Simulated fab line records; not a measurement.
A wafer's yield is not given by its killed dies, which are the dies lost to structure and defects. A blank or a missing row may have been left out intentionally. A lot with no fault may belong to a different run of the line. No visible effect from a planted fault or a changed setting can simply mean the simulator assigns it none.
Matching of chambers / flow gf180mcu / GF_V3_CVD_02 on pecvd-03 has 3 sister chambers
The step deposits SiO2 from TEOS, target thk 850 nm, time 94.851 s. 3 wafers are shown with their chamber, then 8 later ones without.

## WAFERS WITH THEIR CHAMBER
wafer=L086.1; chamber=0; heater_power_w (W)=623
wafer=L086.5; chamber=2; heater_power_w (W)=700
wafer=L092.4; chamber=1; heater_power_w (W)=619

## WAFERS WITHOUT THEIR CHAMBER
wafer=L092.5; heater_power_w (W)=785
wafer=L092.6; heater_power_w (W)=740
wafer=L095.1; heater_power_w (W)=721
wafer=L095.3; heater_power_w (W)=723
wafer=L095.6; heater_power_w (W)=756
wafer=L097.1; heater_power_w (W)=758
wafer=L097.2; heater_power_w (W)=769
wafer=L097.5; heater_power_w (W)=764

## EACH ONE'S CHAMBER
wafer=L092.5; from the rows above=can't be placed: 2 or 0 or 1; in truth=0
wafer=L092.6; from the rows above=can't be placed: 2 or 0 or 1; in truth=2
wafer=L095.1; from the rows above=can't be placed: 2 or 0 or 1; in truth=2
wafer=L095.3; from the rows above=can't be placed: 2 or 0 or 1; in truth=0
wafer=L095.6; from the rows above=can't be placed: 2 or 0 or 1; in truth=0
wafer=L097.1; from the rows above=can't be placed: 2 or 0 or 1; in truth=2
wafer=L097.2; from the rows above=can't be placed: 2 or 0 or 1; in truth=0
wafer=L097.5; from the rows above=can't be placed: 2 or 0 or 1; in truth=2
Placed correctly: 0 of 8. Unplaceable from these rows: 8, with the true chamber sitting among the candidates in 8. 0 placed wrongly.
How it was worked out, from the rows above alone: a wafer's distance from a chamber is the root of the sum, over the readings, of the square of ((its reading less the chamber's mean) divided by the reading's scatter). The wafer belongs to the nearest chamber; if the next one is less than 2 further off, it can't be placed. The mean given for a chamber averages the wafers shown for that chamber. The scatter: with one shown wafer a chamber, the root of the mean of the squares of how far each hidden wafer lies from its nearest shown one.
